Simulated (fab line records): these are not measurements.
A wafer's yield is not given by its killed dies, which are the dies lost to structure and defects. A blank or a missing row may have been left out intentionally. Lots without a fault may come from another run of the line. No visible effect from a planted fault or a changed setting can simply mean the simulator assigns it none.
fab line records	flow sky130
record: lots: 5	wafers: 15	lastDay: 50
route steps=708 shown SPACER@306 POLY_CUT@307 PAD_OPEN@708
lots that met no fault: taken from a fault-free run of the same line
startH: hours from the record's opening day to when the first of the lot's shown wafers began	waitH: time in hours since the lot's previous step	" identical to the entry in the row above	L1.1+2: one row covering several wafers at once	- either no value or no given start	* or withheld: withheld	< > ~ a bound
route shown NAME@n: NAME is a module with steps in the file, n the number in the route of the first one	usual: the fault-free wafers' mean and standard deviation	same: alike in all rows	chamber/n: place in a boat	sites: readings site by site	_std_site: the values' standard deviation	_edge_site: inner sites' mean taken away from outer sites' mean	radiusMm: for every site, how far away it sits from the centre of the wafer	mask NAME#n: copy n	behind: tool/chamber where the wafer was last shaped	hold: why the lot went on hold/how many hours it stayed there/how the hold came to an end	device: which transistor (n, p or np) failed to switch	end of line: tests run on the same wafers once the route is complete	where a step has no rows: the recipe by itself	killed: dies that structure and defects cost at the first sort, which is not the same as the wafer's yield	map: dies across one wafer; x = killed, . = not, _ = none there
set.NAME: the setting the step ran with; set.NAME@STEP: the setting that earlier step ran with	model.NAME: the simulator's own value behind a step, which no gauge read
a table for each step, a row for each wafer; lots at some steps of the route
services: the hour from which a tool's chamber was out of use, counted from the record's first day as startH (under 0 if before that day), plus the number of hours and why
== steps ==
step: SKY_SPACER_ETCHBACK_02
recipe: chemistry: CH3F/O2	target: Si3N4	stopOn: SiO2	sourceW: 400	biasW: 80	pressureMtorr: 25	ch3fFlowSccm: 40	O2_flow_sccm: 30	timeS: 46.7	targetDepthA: 450
usual: ch3fFlowSccm: 40.02/0.11	drypumpMotorCurrentA: 5.8/0.57	oesProductAu: 0.855/0.0069	throttleValvePct: 10.562/0.0098
same: timeS: 46.7
lot.wafer	tool	chamber	startH	waitH	ch3fFlowSccm	drypumpMotorCurrentA	oesProductAu	rfHoursCounterH	throttleValvePct
L278.1	rieDiel-01	0	534.12	0.1	39.85	6.2	0.857	4	10.565
L278.2	"	1	"	"	40.00	5.2	0.857	15	10.565
L278.3	"	3	"	"	40.11	6.2	0.857	2	10.560
L286.2	rieDiel-03	3	619.23	0.0	40.09	5.5	0.845	6	10.558
L286.3	"	1	"	"	40.05	5.1	0.844	60	10.566
L286.5	"	0	"	"	40.00	5.8	0.845	-	10.549
L290.1	rieDiel-03	2	653.36	0.1	39.99	6.7	0.868	61	10.568
L290.2	"	0	"	"	39.97	5.8	0.851	11	10.555
L290.3	"	1	"	"	40.08	5.1	0.857	61	10.550
L291.1	rieDiel-02	2	660.57	0.1	39.75	5.0	0.869	3	10.575
L291.4	"	1	"	"	40.03	5.3	0.857	2	10.565
L291.6	"	2	"	"	39.93	5.0	0.853	-	10.559
L299.2	rieDiel-03	2	713.52	0.0	40.26	6.7	0.857	0	10.570
L299.4	"	1	"	"	40.05	5.1	0.856	1	10.571
L299.5	"	3	"	"	39.95	5.5	0.867	-	10.560
step: SKY_POLY_CUT_DEHYDRATE_00
recipe: tempC: 200	timeS: 60
step: SKY_POLY_CUT_HMDS_01
recipe: primeTimeS: 60	primeTempC: 120
step: SKY_POLY_CUT_COAT_02
recipe: resist: BARC	tempC: withheld	timeS: withheld	spinRpm: 3000	resistThkNm: 60
step: SKY_POLY_CUT_COAT_03
recipe: resist: KrF-thick	spinRpm: 3000	resistThkNm: 450
step: SKY_POLY_CUT_SOFTBAKE_04
recipe: tempC: 100	timeS: 90	resist: KrF-thick
step: SKY_POLY_CUT_EXPOSE_05
recipe: maskId: NPCM	na: 0.8	sourceShape: annular	sigmaInner: 0.55	sigmaOuter: 0.85	targetCdNm: 270	doseMj: 32
step: SKY_POLY_CUT_PEB_06
recipe: pebTempC: withheld	pebTimeS: withheld	resist: KrF-thick
step: SKY_POLY_CUT_DEVELOP_07
recipe: developTimeS: 60	resist: KrF-thick	devTempC: 21
step: SKY_POLY_CUT_CD_MEAS_08
recipe: targetCdNm: 270
usual: cdNm: 269.6/1.2
lot.wafer	tool	chamber	startH	waitH	cdNm
L278.1	cdSem-02	-	564.23	-	269.2
L278.2	"	-	"	"	269.4
L278.3	"	-	"	"	268.7
L286.2	cdSem-01	-	648.00	-	271.3
L286.3	"	-	"	"	270.3
L286.5	"	-	"	"	270.0
L290.1	cdSem-02	-	682.06	-	268.7
L290.2	"	-	"	"	270.2
L290.3	"	-	"	"	268.3
L291.1	cdSem-01	-	688.63	-	269.1
L291.4	"	-	"	"	269.2
L291.6	"	-	"	"	269.6
L299.2	cdSem-01	-	740.90	-	269.9
L299.4	"	-	"	"	269.9
L299.5	"	-	"	"	270.1
step: SKY_POLY_CUT_OVL_MEAS_09
usual: POLY_CUT_OVL: -2/4.3
lot.wafer	tool	chamber	startH	waitH	POLY_CUT_OVL[nm]
L278.1	overlay-01	-	564.35	0.1	-4
L278.2	"	-	"	"	-3
L278.3	"	-	"	"	-10
L286.2	overlay-02	-	648.11	0.1	-2
L286.3	"	-	"	"	-7
L286.5	"	-	"	"	-10
L290.1	overlay-01	-	682.18	0.1	-5
L290.2	"	-	"	"	-3
L290.3	"	-	"	"	3
L291.1	overlay-01	-	688.75	0.1	-5
L291.4	"	-	"	"	-4
L291.6	"	-	"	"	-4
L299.2	overlay-02	-	741.01	0.1	0
L299.4	"	-	"	"	1
L299.5	"	-	"	"	0
step: SKY_POLY_CUT_ETCH_10
recipe: chemistry: N2/H2	target: BARC	ionEnergyEv: 200	sourceW: 500	biasW: 100	pressureMtorr: 30	n2FlowSccm: 100	h2FlowSccm: 200	stopOn: SiO2	timeS: 45.9	targetDepthA: 600
usual: drypumpMotorCurrentA: 5.7/0.47	n2FlowSccm: 100.0/0.34	oesProductAu: 0.855/0.005	runLengthS: 74.2/0.36	throttleValvePct: 13.226/0.0079
same: timeS: 45.9
lot.wafer	tool	chamber	startH	waitH	drypumpMotorCurrentA	n2FlowSccm	oesProductAu	rfHoursCounterH	runLengthS	throttleValvePct
L278.1	rieDiel-03	1	564.39	0.0	5.1	100.5	0.860	59	74.3	13.223
L278.2	"	3	"	"	5.5	99.8	0.858	5	73.7	13.222
L278.3	"	2	"	"	6.7	100.2	0.852	60	74.4	13.223
L286.2	rieDiel-02	3	648.14	0.0	6.2	99.6	0.861	2	74.2	13.222
L286.3	"	0	"	"	5.5	100.2	0.859	0	74.2	13.218
L286.5	"	2	"	"	5.0	100.2	0.847	-	75.1	13.229
L290.1	rieDiel-02	3	682.21	0.0	6.1	100.4	0.859	3	74.7	13.234
L290.2	"	0	"	"	5.5	100.0	0.850	1	74.3	13.231
L290.3	"	1	"	"	5.4	99.7	0.852	2	75.1	13.240
L291.1	rieDiel-03	0	688.79	0.0	5.8	99.7	0.858	12	73.8	13.227
L291.4	"	0	"	"	5.8	99.6	0.851	-	74.4	13.231
L291.6	"	3	"	"	5.5	100.5	0.854	-	74.1	13.229
L299.2	rieDiel-02	0	741.04	0.0	5.5	99.3	0.849	2	74.4	13.214
L299.4	"	1	"	"	5.4	100.5	0.846	4	74.4	13.216
L299.5	"	0	"	"	5.4	99.9	0.857	-	74.5	13.227
step: SKY_POLY_CUT_ETCH_11
recipe: target: Si3N4	chemistry: CF4/CH2F2/Ar	stopOn: poly-Si	sourceW: 600	biasW: 150	pressureMtorr: 40	cf4FlowSccm: 40	ch2f2FlowSccm: 20	Ar_flow_sccm: 150	timeS: 42.5	targetDepthA: 600
usual: ch2f2FlowSccm: 20.00/0.062	drypumpMotorCurrentA: 5.7/0.46	oesProductAu: 0.828/0.006	runLengthS: 70.9/0.38	throttleValvePct: 14.994/0.01
lot.wafer	tool	chamber	startH	waitH	ch2f2FlowSccm	drypumpMotorCurrentA	oesProductAu	rfHoursCounterH	runLengthS	throttleValvePct
L278.1	rieDiel-03	1	564.43	0.0	20.00	5.1	0.836	59	70.7	14.987
L278.2	"	3	"	"	20.02	5.5	0.827	5	70.5	15.004
L278.3	"	2	"	"	19.97	6.7	0.831	60	70.9	14.996
L286.2	rieDiel-02	3	648.18	0.0	20.02	6.1	0.829	2	71.5	15.002
L286.3	"	0	"	"	19.95	5.5	0.824	0	71.2	14.971
L286.5	"	2	"	"	20.05	5.0	0.821	-	71.4	14.993
L290.1	rieDiel-02	3	682.25	0.0	19.98	6.1	0.833	3	71.0	14.996
L290.2	"	0	"	"	20.13	5.5	0.828	1	71.0	14.977
L290.3	"	1	"	"	19.90	5.3	0.831	2	71.3	14.999
L291.1	rieDiel-03	0	688.83	0.0	20.05	5.8	0.834	12	70.5	14.987
L291.4	"	0	"	"	20.03	5.8	0.832	-	70.7	15.004
L291.6	"	3	"	"	19.96	5.5	0.965	-	64.6	15.009
L299.2	rieDiel-02	0	741.08	0.0	20.05	5.5	0.826	2	70.9	14.997
L299.4	"	1	"	"	19.98	5.3	0.830	4	71.2	14.993
L299.5	"	0	"	"	20.06	5.4	0.834	-	70.9	14.982
step: SKY_POLY_CUT_STRIP_12
recipe: chemistry: O2/N2	powerW: 1400	pressureMtorr: 1500	platenTempC: withheld	o2FlowSccm: 3000	n2FlowSccm: 300	overashFraction: 0.5
usual: drypumpMotorCurrentA: 5.7/0.35	n2FlowSccm: 299.8/0.86	oesProductAu: 0.452/0.0046	stripTimeToEndpointS: 5.359/0.015
lot.wafer	tool	chamber	startH	waitH	drypumpMotorCurrentA	n2FlowSccm	oesProductAu	rfHoursCounterH	stripTimeToEndpointS
L278.1	plasmaAsher-03	1	564.47	0.0	5.5	299.6	0.455	85	5.351
L278.2	"	0	"	"	5.7	300.4	0.455	85	5.372
L278.3	"	0	"	"	5.7	298.6	0.455	-	5.359
L286.2	plasmaAsher-02	0	648.22	0.0	5.9	298.0	0.460	22	5.343
L286.3	"	0	"	"	5.9	300.8	0.452	-	5.375
L286.5	"	0	"	"	5.9	299.7	0.451	-	5.372
L290.1	plasmaAsher-04	0	682.29	0.0	5.8	299.9	0.445	57	5.373
L290.2	"	1	"	"	6.2	298.7	0.454	57	5.346
L290.3	"	1	"	"	6.2	299.9	0.452	-	5.353
L291.1	plasmaAsher-02	0	688.87	0.0	5.9	297.2	0.454	26	5.327
L291.4	"	1	"	"	5.1	300.3	0.453	-	5.356
L291.6	"	1	"	"	5.1	299.9	0.450	-	5.339
L299.2	plasmaAsher-04	1	741.12	0.0	6.2	299.2	0.445	62	5.375
L299.4	"	1	"	"	6.2	299.0	0.452	-	5.370
L299.5	"	1	"	"	6.2	298.2	0.444	-	5.358
step: SKY_PAD_OPEN_PROBE_99
usual: killed_at_M0_to_M3: 45/6.9	killed_at_M4_up: 3.0/1.7	killedAtContacts: 25/5.6	killedAtFrontEnd: 15/4.2	killedAtOther: 0.3/0.55	killedDies: 89/9.6	killedOpen: 49/7.2	killedShort: 39/6.5
same: grossDies: 492	killedAtBackSide: 0
lot.wafer	tool	chamber	startH	waitH	killed_at_M0_to_M3	killed_at_M4_up	killedAtContacts	killedAtFrontEnd	killedAtOther	killedDies	killedOpen	killedShort
L278.1	prober-02	-	1080.99	0.1	47	1	31	25	0	104	56	48
L278.2	prober-02	-	1081.04	0.1	58	2	19	12	0	91	50	41
L278.3	prober-02	-	1081.09	0.2	60	3	30	14	0	107	60	47
L286.2	prober-01	-	1138.11	0.1	58	3	28	18	0	107	52	55
L286.3	prober-01	-	1138.16	0.2	42	2	24	13	0	81	46	34
L286.5	prober-01	-	1138.26	0.2	56	1	31	15	0	103	56	45
L290.1	prober-01	-	1158.69	0.1	45	3	29	11	2	90	50	40
L290.2	prober-01	-	1158.74	0.1	43	2	33	24	0	102	70	32
L290.3	prober-01	-	1158.79	0.2	42	2	21	21	0	86	47	39
L291.1	prober-02	-	1164.16	0.1	36	7	25	20	0	88	44	44
L291.4	prober-02	-	1164.31	0.2	57	4	25	12	0	98	63	35
L291.6	prober-02	-	1164.41	0.2	33	4	29	18	1	85	46	39
L299.2	prober-02	-	1195.39	0.1	50	6	28	14	0	98	55	42
L299.4	prober-02	-	1195.49	0.2	49	1	24	6	0	80	53	27
L299.5	prober-02	-	1195.54	0.2	43	2	39	17	0	101	67	34
killed by level:class
L278.1 VIA1:geometricParticle:open=15 FIELD_ISO:geometricParticle:short=13 VIA2:geometricParticle:open=9 CONTACT:geometricParticle:short=8 CONTACT:geometricParticle:open=8 FIELD_ISO:geometricParticle:open=7 LI_CONTACT:geometricParticle:open=7 VIA3:geometricParticle:open=5
L278.2 VIA1:geometricParticle:open=11 METAL1:geometricParticle:short=10 CONTACT:geometricParticle:open=9 VIA3:geometricParticle:open=9 VIA2:geometricParticle:open=8 METAL1:geometricParticle:open=5 VIA1:geometricParticle:short=5 POLY_GATE:geometricParticle:short=4
L278.3 CONTACT:geometricParticle:open=12 VIA3:geometricParticle:open=12 METAL2:geometricParticle:short=11 VIA2:geometricParticle:open=9 VIA1:geometricParticle:open=9 FIELD_ISO:geometricParticle:open=6 LI_CONTACT:geometricParticle:open=6 FIELD_ISO:geometricParticle:short=5
L286.2 VIA1:geometricParticle:open=11 CONTACT:geometricParticle:open=10 METAL2:geometricParticle:short=10 VIA3:geometricParticle:open=9 METAL1:geometricParticle:short=8 CONTACT:geometricParticle:short=7 FIELD_ISO:geometricParticle:short=6 LI_CONTACT:geometricParticle:open=6
L286.3 LI_CONTACT:geometricParticle:open=9 VIA3:geometricParticle:open=9 CONTACT:geometricParticle:open=8 METAL2:geometricParticle:short=6 VIA1:geometricParticle:short=6 VIA1:geometricParticle:open=6 FIELD_ISO:geometricParticle:short=5 METAL1:geometricParticle:short=5
L286.5 VIA3:geometricParticle:open=12 CONTACT:geometricParticle:open=11 VIA1:geometricParticle:open=10 METAL2:geometricParticle:short=9 FIELD_ISO:geometricParticle:open=6 VIA2:geometricParticle:open=6 LI_CONTACT:geometricParticle:open=5 LI_CONTACT:geometricParticle:short=5
L290.1 CONTACT:geometricParticle:open=15 VIA1:geometricParticle:open=14 VIA1:geometricParticle:short=6 VIA2:geometricParticle:open=4 LI_CONTACT:geometricParticle:short=4 VIA2:geometricParticle:short=4 VIA3:geometricParticle:short=4 FIELD_ISO:geometricParticle:open=3
L290.2 CONTACT:geometricParticle:open=17 VIA1:geometricParticle:open=12 LI_CONTACT:geometricParticle:open=9 POLY_GATE:geometricParticle:open=8 VIA3:geometricParticle:open=7 POLY_GATE:geometricParticle:short=5 CONTACT:geometricParticle:short=5 FIELD_ISO:geometricParticle:open=4
L290.3 CONTACT:geometricParticle:open=10 VIA3:geometricParticle:open=6 METAL2:geometricParticle:open=5 VIA1:geometricParticle:open=5 POLY_GATE:geometricParticle:open=4 POLY_CUT:geometricParticle:short=4 LOCAL_INTERCONNECT:geometricParticle:short=4 CONTACT:geometricParticle:short=4
L291.1 CONTACT:geometricParticle:open=8 VIA2:geometricParticle:open=8 FIELD_ISO:geometricParticle:short=6 LI_CONTACT:geometricParticle:open=6 CONTACT:geometricParticle:short=5 VIA2:geometricParticle:short=5 POLY_GATE:geometricParticle:open=4 VIA1:geometricParticle:short=4
L291.4 VIA1:geometricParticle:open=18 VIA3:geometricParticle:open=12 CONTACT:geometricParticle:open=10 VIA2:geometricParticle:open=6 FIELD_ISO:geometricParticle:open=5 CONTACT:geometricParticle:short=5 METAL1:geometricParticle:short=5 LOCAL_INTERCONNECT:geometricParticle:short=4
L291.6 CONTACT:geometricParticle:open=11 LI_CONTACT:geometricParticle:open=7 FIELD_ISO:geometricParticle:short=5 VIA1:geometricParticle:short=5 METAL3:geometricParticle:short=5 VIA3:geometricParticle:open=5 POLY_GATE:geometricParticle:short=4 POLY_GATE:geometricParticle:open=4
L299.2 VIA1:geometricParticle:open=13 CONTACT:geometricParticle:open=8 VIA3:geometricParticle:open=8 POLY_GATE:geometricParticle:open=7 LI_CONTACT:geometricParticle:short=7 LI_CONTACT:geometricParticle:open=6 VIA1:geometricParticle:short=6 METAL2:geometricParticle:short=6
L299.4 CONTACT:geometricParticle:open=11 VIA1:geometricParticle:open=11 VIA3:geometricParticle:open=8 VIA2:geometricParticle:open=7 LI_CONTACT:geometricParticle:open=6 VIA1:geometricParticle:short=5 METAL1:geometricParticle:short=4 METAL3:geometricParticle:short=4
L299.5 CONTACT:geometricParticle:open=18 VIA1:geometricParticle:open=12 VIA2:geometricParticle:open=9 LI_CONTACT:geometricParticle:open=8 CONTACT:geometricParticle:short=7 FIELD_ISO:geometricParticle:open=5 VIA3:geometricParticle:open=5 POLY_GATE:geometricParticle:short=4
== services ==
tool	chamber	startH	hours	kind
plasmaAsher-03	-	510.57	2.8	pm
rieDiel-02	3	515.80	20.8	repair
rieDiel-01	1	545.22	12.4	repair
rieDiel-02	1	546.16	-	clean
rieDiel-02	1	546.16	21.1	scheduledDown
rieDiel-02	1	546.16	21.1	ventCycle
plasmaAsher-02	-	559.34	2.8	pm
rieDiel-03	0	568.64	2.9	repair
plasmaAsher-02	-	604.04	1.7	repair
rieDiel-02	0	605.91	-	clean
rieDiel-02	0	605.91	18.5	scheduledDown
rieDiel-02	0	605.91	18.5	ventCycle
rieDiel-03	1	614.48	3.2	repair
rieDiel-01	-	615.31	0.7	repair
rieDiel-02	2	632.60	3.4	repair
plasmaAsher-04	-	648.97	0.6	repair
rieDiel-01	1	653.07	23.7	repair
rieDiel-03	1	663.29	-	clean
rieDiel-03	1	663.29	13.5	scheduledDown
rieDiel-03	1	663.29	13.5	ventCycle
rieDiel-01	-	668.40	15.6	pm
rieDiel-03	2	677.78	10.6	repair
rieDiel-01	-	717.63	0.6	repair
plasmaAsher-03	-	733.75	9.0	pm
== key ==
firstSign: step: SKY_POLY_CUT_ETCH_11	reading: oesProductAu	direction: up	sigmas: 23	usual: 0.828	struck: 0.965
effect: step: SKY_POLY_CUT_ETCH_11	reading: runLengthS	direction: down	sigmas: 17	usual: *	struck: *
metAt SKY_POLY_CUT_ETCH_11
struckWafers L291.6
testerLeftOut L291
onsetBetween 564.43 688.83
fault: kind: processParameterDrift	tool: rieDiel-03	chamber: 3	onsetH: 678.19	steps: SKY_POLY_CUT_ETCH_11	channel: timeS	offset: *	shape: step	endH: 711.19	actsIn: *	stated: *
testerLeftOut: of these lots the tester's yield and bins aren't shown, on N5 and GAA mostly nor the transistor test; their killed dies are dies lost to structure and defects alone, not to doping, threshold or leakage, so they don't give the yield
